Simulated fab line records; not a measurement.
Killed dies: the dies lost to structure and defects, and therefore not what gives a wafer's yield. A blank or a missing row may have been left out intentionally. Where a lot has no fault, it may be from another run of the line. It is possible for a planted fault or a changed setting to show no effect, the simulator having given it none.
What tool caused it? :: flow sky130 :: 36 wafers from 12 lots sampled at 6 of the route's 708 steps

## WHAT EACH GAUGE READ, for each wafer
SKY_NWELL_RS_MEAS_31: the measuring method here is four-point-probe.
lot: L109
measured: day 5 15:56
on: film metro-01
PWDE_RS (ohm/sq): 5263 5234 5259

lot: L111
measured: day 5 19:05
on: film metro-04
PWDE_RS (ohm/sq): 5304 5315 5295

lot: L113
measured: day 6 02:00
on: film metro-01
PWDE_RS (ohm/sq): 5277 5270 5266

lot: L115
measured: day 6 19:30
on: film metro-04
PWDE_RS (ohm/sq): 5315 5290 5301

lot: L116
measured: day 7 01:12
on: film metro-04
PWDE_RS (ohm/sq): 5269 5277 5248

lot: L123
measured: day 9 01:22
on: film metro-04
PWDE_RS (ohm/sq): 5282 5294 5294

lot: L126
measured: day 9 14:49
on: film metro-03
PWDE_RS (ohm/sq): 5304 5296 5287

lot: L127
measured: day 9 23:47
on: film metro-04
PWDE_RS (ohm/sq): 5285 5253 5285

lot: L128
measured: day 10 06:00
on: film metro-01
PWDE_RS (ohm/sq): 5302 5296 5302

lot: L129
measured: day 10 06:39
on: film metro-04
PWDE_RS (ohm/sq): 5281 5287 5268

lot: L131
measured: day 10 20:33
on: film metro-01
PWDE_RS (ohm/sq): 5281 5240 5275

lot: L132
measured: day 11 04:37
on: film metro-04
PWDE_RS (ohm/sq): 5285 5256 5266

SKY_VT_ADJUST_HVTR_OVL_MEAS_08.
lot: L109
measured: day 9 21:11
on: overlay-02
VT_ADJUST_HVTR_OVL (nm): -0.6 -1.0 -0.7

lot: L111
measured: day 10 00:05
on: overlay-01
VT_ADJUST_HVTR_OVL (nm): 0.8 0.4 -0.5

lot: L113
measured: day 10 07:20
on: overlay-01
VT_ADJUST_HVTR_OVL (nm): -3.8 -3.4 -2.5

lot: L115
measured: day 11 04:56
on: overlay-02
VT_ADJUST_HVTR_OVL (nm): 0.0 -0.1 -0.6

lot: L116
measured: day 11 11:59
on: overlay-02
VT_ADJUST_HVTR_OVL (nm): 2.7 1.7 0.8

lot: L123
measured: day 13 21:32
on: overlay-01
VT_ADJUST_HVTR_OVL (nm): -0.9 -0.5 -2.7

lot: L126
measured: day 14 16:38
on: overlay-02
VT_ADJUST_HVTR_OVL (nm): -0.5 0.4 1.0

lot: L127
measured: day 15 01:47
on: overlay-02
VT_ADJUST_HVTR_OVL (nm): -0.7 1.3 -1.4

lot: L128
measured: day 15 09:41
on: overlay-01
VT_ADJUST_HVTR_OVL (nm): -1.0 1.0 -0.8

lot: L129
measured: day 15 10:01
on: overlay-02
VT_ADJUST_HVTR_OVL (nm): 0.2 0.1 -1.1

lot: L131
measured: day 16 03:56
on: overlay-02
VT_ADJUST_HVTR_OVL (nm): 0.9 0.4 1.2

lot: L132
measured: day 16 13:08
on: overlay-01
VT_ADJUST_HVTR_OVL (nm): 0.2 0.5 1.4

SKY_LI_CONTACT_RS_MEAS_22: the measuring method here is four-point-probe.
lot: L109
measured: day 29 14:26
on: film metro-04
LI_CONTACT_W_RS (ohm/sq): 0.2859 0.2835 0.2856

lot: L111
measured: day 29 21:54
on: film metro-02
LI_CONTACT_W_RS (ohm/sq): 0.2781 0.2805 0.2789

lot: L113
measured: day 30 06:21
on: film metro-04
LI_CONTACT_W_RS (ohm/sq): 0.3250 0.3217 0.3246

lot: L115
measured: day 31 05:01
on: film metro-02
LI_CONTACT_W_RS (ohm/sq): 0.3233 0.3195 0.3237

lot: L116
measured: day 31 17:08
on: film metro-04
LI_CONTACT_W_RS (ohm/sq): 0.3230 0.3199 0.3180

lot: L123
measured: day 34 06:04
on: film metro-02
LI_CONTACT_W_RS (ohm/sq): 0.2863 0.2867 0.2838

lot: L126
measured: day 34 19:52
on: film metro-02
LI_CONTACT_W_RS (ohm/sq): 0.2895 0.2854 0.2829

lot: L127
measured: day 35 03:42
on: film metro-02
LI_CONTACT_W_RS (ohm/sq): 0.2862 0.2807 0.2816

lot: L128
measured: day 35 09:32
on: film metro-02
LI_CONTACT_W_RS (ohm/sq): 0.2845 0.2813 0.2882

lot: L129
measured: day 35 12:07
on: film metro-03
LI_CONTACT_W_RS (ohm/sq): 0.2829 0.2810 0.2839

lot: L131
measured: day 36 03:31
on: film metro-02
LI_CONTACT_W_RS (ohm/sq): 0.2820 0.2840 0.2854

lot: L132
measured: day 36 10:44
on: film metro-04
LI_CONTACT_W_RS (ohm/sq): 0.2884 0.2883 0.2858

SKY_LI_CONTACT_THK_MEAS_23: measures by xrf.
lot: L109
measured: day 29 14:33
on: film metro-04
LI_CONTACT_W_THK (nm): 399 408 402

lot: L111
measured: day 29 21:59
on: film metro-02
LI_CONTACT_W_THK (nm): 415 408 413

lot: L113
measured: day 30 06:28
on: film metro-04
LI_CONTACT_W_THK (nm): 353 355 351

lot: L115
measured: day 31 05:07
on: film metro-02
LI_CONTACT_W_THK (nm): 351 355 352

lot: L116
measured: day 31 17:14
on: film metro-04
LI_CONTACT_W_THK (nm): 360 365 364

lot: L123
measured: day 34 06:11
on: film metro-02
LI_CONTACT_W_THK (nm): 400 398 403

lot: L126
measured: day 34 19:59
on: film metro-02
LI_CONTACT_W_THK (nm): 391 403 404

lot: L127
measured: day 35 03:48
on: film metro-02
LI_CONTACT_W_THK (nm): 396 401 399

lot: L128
measured: day 35 09:38
on: film metro-02
LI_CONTACT_W_THK (nm): 395 402 388

lot: L129
measured: day 35 12:14
on: film metro-03
LI_CONTACT_W_THK (nm): 410 411 407

lot: L131
measured: day 36 03:38
on: film metro-02
LI_CONTACT_W_THK (nm): 400 398 396

lot: L132
measured: day 36 10:50
on: film metro-04
LI_CONTACT_W_THK (nm): 402 401 402

SKY_VIA1_CD_MEAS_12 targets a cd of 150 nm.
lot: L109
measured: day 34 09:43
on: cd sem-02
cd nm (nm): 148.8 150.7 149.1

lot: L111
measured: day 34 14:21
on: cd sem-02
cd nm (nm): 153.0 153.3 151.7

lot: L113
measured: day 34 23:55
on: cd sem-01
cd nm (nm): 147.2 146.6 147.4

lot: L115
measured: day 35 20:46
on: cd sem-01
cd nm (nm): 152.1 150.6 150.0

lot: L116
measured: day 36 07:46
on: cd sem-01
cd nm (nm): 149.8 147.6 149.0

lot: L123
measured: day 38 18:16
on: cd sem-01
cd nm (nm): 149.3 149.4 149.2

lot: L126
measured: day 39 08:11
on: cd sem-02
cd nm (nm): 151.4 151.9 149.8

lot: L127
measured: day 39 16:04
on: cd sem-02
cd nm (nm): 151.8 149.4 148.9

lot: L128
measured: day 39 21:14
on: cd sem-01
cd nm (nm): 148.7 149.9 148.0

lot: L129
measured: day 39 22:39
on: cd sem-02
cd nm (nm): 148.5 149.8 149.4

lot: L131
measured: day 40 15:34
on: cd sem-01
cd nm (nm): 146.9 149.1 147.8

lot: L132
measured: day 40 23:13
on: cd sem-01
cd nm (nm): 148.4 146.4 146.9

## EACH LOT AND THE TOOL THAT RAN IT (in order: tool; ch and the chambers of the sampled wafers; start)
lot: L109
SKY_LI_CONTACT_CVD_21: cvd w-02 ch 0,1, day 29 14:18

lot: L111
SKY_LI_CONTACT_CVD_21: cvd w-02 ch 0,1, day 29 21:46

lot: L113
SKY_LI_CONTACT_CVD_21: cvd w-02 ch 0, day 30 06:12

lot: L115
SKY_LI_CONTACT_CVD_21: cvd w-02 ch 0,1, day 31 04:52

lot: L116
SKY_LI_CONTACT_CVD_21: cvd w-02 ch 0,1, day 31 16:59

lot: L123
SKY_LI_CONTACT_CVD_21: cvd w-02 ch 1, day 34 05:55

lot: L126
SKY_LI_CONTACT_CVD_21: cvd w-02 ch 0,1, day 34 19:43

lot: L127
SKY_LI_CONTACT_CVD_21: cvd w-02 ch 0,1, day 35 03:35

lot: L128
SKY_LI_CONTACT_CVD_21: cvd w-02 ch 0,1, day 35 09:23

lot: L129
SKY_LI_CONTACT_CVD_21: cvd w-02 ch 0,1, day 35 12:00

lot: L131
SKY_LI_CONTACT_CVD_21: cvd w-01 ch 0,1, day 36 03:23

lot: L132
SKY_LI_CONTACT_CVD_21: cvd w-01 ch 0,1, day 36 10:35
- SKY_LI_CONTACT_CVD_21: deposits W, target thk 400 nm, time 120.56 s.

## WHAT THE TOOLS THEMSELVES READ (means of the sampled wafers that have a number; where no wafer has one, the mark that the record gives instead)
SKY_LI_CONTACT_CVD_21.
lot: L109
tool: cvd w-02
chamber pressure Torr (Torr): 40.08
heater power w (W): 789

lot: L111
tool: cvd w-02
chamber pressure Torr (Torr): 40.07
heater power w (W): 794

lot: L113
tool: cvd w-02
chamber pressure Torr (Torr): 31.12
heater power w (W): 779

lot: L115
tool: cvd w-02
chamber pressure Torr (Torr): 31.08
heater power w (W): 785

lot: L116
tool: cvd w-02
chamber pressure Torr (Torr): 31.22
heater power w (W): 789

lot: L123
tool: cvd w-02
chamber pressure Torr (Torr): 40.07
heater power w (W): 799

lot: L126
tool: cvd w-02
chamber pressure Torr (Torr): 39.96
heater power w (W): 784

lot: L127
tool: cvd w-02
chamber pressure Torr (Torr): 40.07
heater power w (W): 781

lot: L128
tool: cvd w-02
chamber pressure Torr (Torr): 40.09
heater power w (W): 789

lot: L129
tool: cvd w-02
chamber pressure Torr (Torr): 39.99
heater power w (W): 789

lot: L131
tool: cvd w-01
chamber pressure Torr (Torr): 40.02
heater power w (W): 1039

lot: L132
tool: cvd w-01
chamber pressure Torr (Torr): 40.01
heater power w (W): 1015

## THE ANSWER, worked out from the rows above alone
Rule: the lots themselves supply what counts as usual. The widest of any qualifying gaps counts: lots, ordered by their means at a reading, are off when they make up no more than a third of the lots, leave a main group of 4 or more, and stand apart from it by 3 or more times the standard deviation of that group's means. The tables above print the reading to a certain number of digits; a main group whose means all agree to those digits is not used. Also off: a lot with no number at a reading for which 4 or more lots have one. Any other lot the step has rows for is counted as sound. After the gauges, taken in route order, come the tools' own readings; for these a lot's mean is taken, as printed above. At the first step where some lot is off, the reading lying furthest off is the one used; lots without a number count as furthest.
Off: L113, L115, L116, at SKY_LI_CONTACT_RS_MEAS_22 (LI_CONTACT_W_RS). Main group: mean 0.2841 ohm/sq, sd 0.0023.
A tool fits if, at a process step before that reading, it ran every lot that is off, and no sound lot after the first of them. The gauges at SKY_LI_CONTACT_RS_MEAS_22 aren't tried: what is off there is off at SKY_LI_CONTACT_CVD_21 too, on other tools, and a gauge's error can't cause that. No candidate that was tried fits.

## WHAT THE SIMULATOR HAD INSERTED
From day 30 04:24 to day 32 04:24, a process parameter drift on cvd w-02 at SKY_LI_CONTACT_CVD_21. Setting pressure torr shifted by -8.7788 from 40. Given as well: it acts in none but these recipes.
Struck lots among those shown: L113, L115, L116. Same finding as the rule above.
